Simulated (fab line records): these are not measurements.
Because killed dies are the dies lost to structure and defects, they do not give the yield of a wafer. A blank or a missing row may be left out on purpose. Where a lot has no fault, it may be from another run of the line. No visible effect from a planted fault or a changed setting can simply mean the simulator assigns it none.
fab line records    flow sky130    part 2 of 2: steps 24 to 32 of 32
[record] lots = 5  wafers = 15  lastDay = 49
route steps=708 shown CONTACT@414 METAL1@434
lots with no fault: from the same line, run without faults
startH: hours from the record's first day to the start of the lot's first wafer shown    waitH: time in hours since the lot's previous step    " same as the row above    L1.1+2: a row that stands for several wafers    - value missing, or start not given    * or withheld: withheld    < > ~ a bound
route shown NAME@n: a module of which the file shows steps, and the number in the route of the first    usual: mean and standard deviation over wafers with no fault    same: alike in all rows    chamber/n: place in a boat    sites: each site's reading    _std_site: standard deviation across them    _edge_site: mean of outer sites minus mean of inner sites    radiusMm: for every site, how far away it sits from the centre of the wafer    mask NAME#n: copy n    behind: tool/chamber where the wafer was last shaped    hold: what put the lot on hold/how long, in hours/how the hold closed    device: the n, p or np transistor that did not switch    end of line: the tests these same wafers got at the end of their route    for a step that has no rows: nothing shown but its recipe    killed: count of dies lost to structure and defects at first sort (not the wafer's yield)    map: the dies of a wafer, with x for killed, . for not killed, _ for no die there
set.NAME: the setting the step ran with; set.NAME@STEP: the setting that earlier step ran with    model.NAME: the simulator's own value behind a step, which no gauge read
a table for each step, a row for each wafer; lots at some steps of the route
services: a tool's chamber out of use, with start hour (startH, from the record's first day; less than 0 if before it), hours out, and reason
[[steps]]
[step SKY_METAL1_SPUTTER_03]
[recipe] material = Ti  targetThkNm = 5  powerW = 3000  timeS = 3.3  chamberPressurePa = 0.4
[usual] throttleValvePct = 30.0/1
lot.wafer  tool           chamber  startH  waitH  throttleValvePct
L076.2     pvdSputter-03  -        743.51  0.0    32.1
L076.4     "              -        "       "      29.3
L076.5     "              -        "       "      29.0
L077.2     pvdSputter-01  -        745.37  0.0    31.2
L077.3     "              -        "       "      28.9
L077.4     "              -        "       "      29.3
L080.2     pvdSputter-01  -        791.83  0.0    29.4
L080.3     "              -        "       "      31.1
L080.6     "              -        "       "      28.7
L081.4     pvdSputter-03  -        794.24  0.0    30.8
L081.5     "              -        "       "      30.9
L081.6     "              -        "       "      29.6
L091.1     pvdSputter-03  -        863.71  0.0    29.5
L091.2     "              -        "       "      29.2
L091.4     "              -        "       "      31.9
[step SKY_METAL1_SPUTTER_04]
[recipe] material = TiN  targetThkNm = 70  powerW = 6500  timeS = 58.3  chamberPressurePa = 0.4
[usual] throttleValvePct = 30.0/1.1
lot.wafer  tool           chamber  startH  waitH  throttleValvePct
L076.2     pvdSputter-03  -        743.53  0.0    32.2
L076.4     "              -        "       "      29.0
L076.5     "              -        "       "      29.0
L077.2     pvdSputter-01  -        745.38  0.0    31.0
L077.3     "              -        "       "      28.9
L077.4     "              -        "       "      29.2
L080.2     pvdSputter-01  -        791.85  0.0    29.5
L080.3     "              -        "       "      31.0
L080.6     "              -        "       "      28.8
L081.4     pvdSputter-03  -        794.26  0.0    30.8
L081.5     "              -        "       "      30.4
L081.6     "              -        "       "      29.3
L091.1     pvdSputter-03  -        863.73  0.0    29.3
L091.2     "              -        "       "      29.3
L091.4     "              -        "       "      31.8
[step SKY_METAL1_RS_MEAS_05]
[recipe] thkMeasGauge = four-point-probe  reads = TiN_of_METAL1_SPUTTER_04+Ti_of_METAL1_SPUTTER_03+AlCu_of_METAL1_SPUTTER_02+TiN_of_METAL1_SPUTTER_01+Ti_of_METAL1_SPUTTER_00
[usual] METAL1_ALCU_RS = 0.1263/0.0015
lot.wafer  tool          chamber  startH  waitH  METAL1_ALCU_RS[ohm/sq]
L076.2     filmMetro-03  -        743.60  0.0    0.1273
L076.4     "             -        "       "      0.1274
L076.5     "             -        "       "      0.1271
L077.2     filmMetro-03  -        745.45  0.0    0.1282
L077.3     "             -        "       "      0.1288
L077.4     "             -        "       "      0.1292
L080.2     filmMetro-01  -        791.92  0.0    0.1273
L080.3     "             -        "       "      0.1268
L080.6     "             -        "       "      0.1285
L081.4     filmMetro-01  -        794.37  0.1    0.1236
L081.5     "             -        "       "      0.1244
L081.6     "             -        "       "      0.1264
L091.1     filmMetro-03  -        863.78  0.0    0.1252
L091.2     "             -        "       "      0.1263
L091.4     "             -        "       "      0.1249
[step SKY_METAL1_THK_MEAS_06]
[recipe] thkMeasGauge = xrf  reads = AlCu_of_METAL1_SPUTTER_02
[usual] METAL1_ALCU_THK = 248/3.2
lot.wafer  tool          chamber  startH  waitH  METAL1_ALCU_THK[nm]
L076.2     filmMetro-03  -        743.71  0.1    246
L076.4     "             -        "       "      245
L076.5     "             -        "       "      246
L077.2     filmMetro-03  -        745.56  0.1    245
L077.3     "             -        "       "      244
L077.4     "             -        "       "      245
L080.2     filmMetro-01  -        792.03  0.1    245
L080.3     "             -        "       "      248
L080.6     "             -        "       "      243
L081.4     filmMetro-01  -        794.46  0.1    254
L081.5     "             -        "       "      253
L081.6     "             -        "       "      249
L091.1     filmMetro-03  -        863.90  0.1    252
L091.2     "             -        "       "      251
L091.4     "             -        "       "      252
[step SKY_METAL1_DEHYDRATE_07]
[recipe] tempC = 200  timeS = 60
[usual] chillPlateTempC = 22.98/0.095
lot.wafer  tool           chamber  startH  waitH  chillPlateTempC
L076.2     lithoTrack-01  0        756.97  13.2   23.03
L076.4     "              0        "       "      22.98
L076.5     "              0        "       "      23.14
L077.2     lithoTrack-01  0        758.37  12.8   23.10
L077.3     "              0        "       "      23.07
L077.4     "              0        "       "      23.13
L080.2     lithoTrack-01  0        804.42  12.4   23.13
L080.3     "              0        "       "      23.12
L080.6     "              0        "       "      22.98
L081.4     lithoTrack-01  0        807.17  12.7   22.94
L081.5     "              0        "       "      22.91
L081.6     "              0        "       "      22.95
L091.1     lithoTrack-04  0        876.59  12.7   22.85
L091.2     "              0        "       "      23.05
L091.4     "              0        "       "      23.00
[step SKY_METAL1_HMDS_08]
[recipe] primeTimeS = 60  primeTempC = 120
[usual] chillPlateTempC = 22.99/0.11
lot.wafer  tool           chamber  startH  waitH  chillPlateTempC
L076.2     lithoTrack-01  0        757.12  0.1    22.90
L076.4     "              0        "       "      22.89
L076.5     "              0        "       "      22.94
L077.2     lithoTrack-01  0        758.52  0.1    22.86
L077.3     "              0        "       "      22.89
L077.4     "              0        "       "      23.01
L080.2     lithoTrack-01  0        804.57  0.1    23.09
L080.3     "              0        "       "      23.02
L080.6     "              0        "       "      23.01
L081.4     lithoTrack-01  0        807.32  0.1    23.01
L081.5     "              0        "       "      22.93
L081.6     "              0        "       "      22.97
L091.1     lithoTrack-04  0        876.74  0.1    22.84
L091.2     "              0        "       "      22.79
L091.4     "              0        "       "      22.92
[step SKY_METAL1_COAT_09]
[recipe] resist = BARC  tempC = withheld  timeS = withheld  spinRpm = 3000  resistThkNm = 60
[usual] chillPlateTempC = *  spinSpeedRpm = 3000.2/1.7
lot.wafer  tool           chamber  startH  waitH  chillPlateTempC  spinSpeedRpm
L076.2     lithoTrack-01  0        757.27  0.1    *                2996.9
L076.4     "              0        "       "      *                2998.3
L076.5     "              0        "       "      *                3000.3
L077.2     lithoTrack-01  0        758.67  0.1    *                2999.2
L077.3     "              0        "       "      *                2995.8
L077.4     "              0        "       "      *                2999.9
L080.2     lithoTrack-01  0        804.72  0.1    *                2999.0
L080.3     "              0        "       "      *                3000.8
L080.6     "              0        "       "      *                3001.0
L081.4     lithoTrack-01  0        807.47  0.1    *                2999.1
L081.5     "              0        "       "      *                3000.5
L081.6     "              0        "       "      *                3003.6
L091.1     lithoTrack-04  0        876.89  0.1    *                2999.6
L091.2     "              0        "       "      *                2999.0
L091.4     "              0        "       "      *                3001.2
[step SKY_METAL1_COAT_10]
[recipe] resist = KrF-thick  spinRpm = 3000  resistThkNm = 450
[usual] chillPlateTempC = 23.00/0.097  spinSpeedRpm = 3000.2/1.7
lot.wafer  tool           chamber  startH  waitH  chillPlateTempC  spinSpeedRpm
L076.2     lithoTrack-01  0        -       -      22.97            2999.0
L076.4     "              0        "       "      22.81            2997.8
L076.5     "              0        "       "      22.85            2999.2
L077.2     lithoTrack-01  0        -       -      22.84            2999.0
L077.3     "              0        "       "      23.15            2998.4
L077.4     "              0        "       "      23.01            3001.6
L080.2     lithoTrack-01  0        -       -      22.89            2999.3
L080.3     "              0        "       "      22.89            3000.9
L080.6     "              0        "       "      23.06            2999.4
L081.4     lithoTrack-01  0        -       -      23.06            3001.6
L081.5     "              0        "       "      23.17            3003.4
L081.6     "              0        "       "      23.00            3000.2
L091.1     lithoTrack-04  0        -       -      22.96            3000.7
L091.2     "              0        "       "      22.98            3000.9
L091.4     "              0        "       "      22.96            2998.1
[step SKY_METAL1_SOFTBAKE_11]
[recipe] tempC = 100  timeS = 90  resist = KrF-thick
[usual] chillPlateTempC = 23.02/0.11
lot.wafer  tool           chamber  startH  waitH  chillPlateTempC
L076.2     lithoTrack-01  0        -       -      23.00
L076.4     "              0        "       "      22.82
L076.5     "              0        "       "      23.13
L077.2     lithoTrack-01  0        -       -      23.06
L077.3     "              0        "       "      22.95
L077.4     "              0        "       "      22.98
L080.2     lithoTrack-01  0        -       -      23.17
L080.3     "              0        "       "      23.14
L080.6     "              0        "       "      23.28
L081.4     lithoTrack-01  0        -       -      23.04
L081.5     "              0        "       "      22.96
L081.6     "              0        "       "      23.02
L091.1     lithoTrack-04  0        -       -      23.00
L091.2     "              0        "       "      22.93
L091.4     "              0        "       "      22.95
[[services]]
tool            chamber  startH  hours  kind
cmp-02          -        707.92  2.5    repair
cvdW-02         0        713.06  20.5   repair
krfScanner-01   -        713.77  1.0    pm
rieDiel-01      2        715.58  132.0  repair
cmp-01          -        731.43  3.2    pm
plasmaAsher-03  -        733.75  9.0    pm
cmp-01          -        737.75  0.8    repair
cmp-02          -        744.76  4.0    pm
pvdSputter-03   -        752.22  4.7    repair
pvdSputter-04   -        763.78  5.0    repair
pvdSputter-03   -        768.96  12.4   repair
rieDiel-03      3        770.08  9.0    repair
krfScanner-01   -        782.07  1.3    pm
rieDiel-01      1        783.46  3.8    repair
cmp-01          -        803.08  0.3    repair
pvdSputter-01   -        803.96  12.1   repair
pvdSputter-01   -        810.40  4.9    repair
cmp-01          -        812.12  0.4    repair
krfScanner-01   -        816.91  0.9    repair
krfScanner-01   -        818.73  0.8    pm
pvdSputter-03   -        852.95  9.3    repair
rieDiel-04      -        861.17  4.3    pm
cvdW-01         -        864.74  6.9    pm
rieDiel-04      0        869.69  2.9    repair
